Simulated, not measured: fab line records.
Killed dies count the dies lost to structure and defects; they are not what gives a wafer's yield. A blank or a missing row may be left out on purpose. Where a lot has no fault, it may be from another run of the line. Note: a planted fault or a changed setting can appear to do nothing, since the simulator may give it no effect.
2 desks looking at one fault | flow sky130 | every desk sees just its own numbers, and what lay behind them comes last

== AT THE TOOL OWNER'S DESK: implanter-01 ==
SKY_LDD_LDN_IMPLANT_08, tool's own readings: per-lot mean of the sampled wafers with a number, covering each lot this tool ran. A lot is out of limits, marked OUT, if its mean lies more than 4 standard deviations from the usual mean; the brackets give that distance.
Columns: A = beam-energy-keV at SKY_LDD_LDN_IMPLANT_08, usual 15.001
lot  | first seen here | A
L699 | day 23 07:33    | 14.999
L700 | day 23 15:40    | 15.000
L704 | day 25 01:32    | 14.995
L706 | day 26 00:30    | 14.116 (-99 or more) OUT
L707 | day 26 12:31    | 14.111 (-99 or more) OUT
L718 | day 29 22:06    | 14.997
Finding of this desk: L706, L707 out of limits; the first was L706 at day 26 00:30, on beam-energy-keV at SKY_LDD_LDN_IMPLANT_08. Within limits: L699, L700, L704, L718.

== AT THE METROLOGY DESK ==
What the gauges read for every lot (on any tool): the sampled wafers with a number, averaged. A lot is out of limits, marked OUT, if its mean lies more than 4 standard deviations from the usual mean; the brackets give that distance.
Columns: A = SONOS_ONO_OXIDATION_THK at SKY_SONOS_ONO_THK_MEAS_01, usual 2.60 nm; B = cd-nm at SKY_LI_CONTACT_CD_MEAS_12, usual 169.9 nm
lot  | first seen here | A    | B
L699 | day 11 20:19    | 2.59 | 168.6
L700 | day 12 02:22    | 2.58 | 169.4
L702 | day 12 19:03    | 2.48 | 172.2
L703 | day 13 01:32    | 2.58 | 168.4
L704 | day 13 09:46    | 2.55 | 170.9
L706 | day 13 23:24    | 2.52 | 170.6
L707 | day 14 17:09    | 2.61 | 168.6
L711 | day 15 14:07    | 2.61 | 168.4
L716 | day 17 14:06    | 2.70 | 172.7
L717 | day 17 16:13    | 2.73 | 169.2
L718 | day 18 05:08    | 2.63 | 171.5
L719 | day 18 12:57    | 2.65 | 168.1
L720 | day 18 18:03    | 2.70 | 168.8
L721 | day 18 22:49    | 2.55 | 168.9
This desk found nothing out of limits on any of the 14 lots.

== ALL TOGETHER ==
The tool owner's desk could have raised an alarm at day 26 00:30, on L706, L707.
Metrology desk: nothing out of limits seen.
The metrology desk has L706, L707 on record, within its limits.
The lots listed all ran SKY_LDD_LDN_IMPLANT_08 on implanter-01.

== WHAT HAD BEEN PUT IN BY THE SIMULATOR ==
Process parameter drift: implanter-01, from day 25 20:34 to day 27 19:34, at SKY_LDD_LDN_IMPLANT_08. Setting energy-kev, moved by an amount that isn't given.
Struck lots among those shown: L706, L707.
Time in hours from fault onset to the first out-of-limits reading at each desk: the tool owner's desk, 4.
